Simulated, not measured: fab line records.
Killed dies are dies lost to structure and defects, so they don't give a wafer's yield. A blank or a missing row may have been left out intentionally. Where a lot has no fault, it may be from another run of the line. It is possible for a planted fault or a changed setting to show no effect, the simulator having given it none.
What tool caused it?    flow sky130    36 wafers sampled from 12 lots at 1 step of a route of 708

WHAT THE GAUGES READ, wafer by wafer
SKY_VT_ADJUST_HVTR_TW_MEAS_11.
lot   measured      on             VT_ADJUST_HVTR_TW
L075  day 9 14:50   film metro-03  210.3 210.6 211.1
L077  day 10 06:19  film metro-01  212.4 213.1 211.6
L079  day 10 22:34  film metro-03  211.1 211.4 211.6
L081  day 11 16:37  film metro-01  211.6 211.9 212.3
L083  day 12 04:38  film metro-03  210.9 210.8 210.6
L085  day 12 20:31  film metro-03  211.4 210.9 210.2
L087  day 13 08:36  film metro-03  209.9 210.1 209.6
L089  day 13 23:37  film metro-03  209.7 209.9 210.0
L091  day 14 16:34  film metro-01  211.7 211.9 212.2
L093  day 15 08:52  film metro-01  211.0 210.4 210.1
L095  day 15 21:22  film metro-03  208.7 209.7 209.4
L097  day 16 22:49  film metro-03  211.6 210.3 210.4

TOOL THAT RAN EACH LOT (tool first, then ch and the chambers of the sampled wafers, then the start)
The record shows no process step preceding these readings.

THE ANSWER, worked out from the rows above alone
Rule: usual is defined by the lots themselves. The widest of any qualifying gaps counts: lots, ordered by their means at a reading, are off when they make up no more than a third of the lots, leave a main group of 4 or more, and stand apart from it by 3 or more times the standard deviation of that group's means. A main group whose means are all the same, to the digits that the tables above print for the reading, isn't used. A lot without any number at a reading at which 4 lots or more have one is off too. Where the step has rows for the other lots, those lots are counted as sound.
Nothing can be told from this: no lot is off at any reading shown.

WHAT WAS PUT IN BY THE SIMULATOR
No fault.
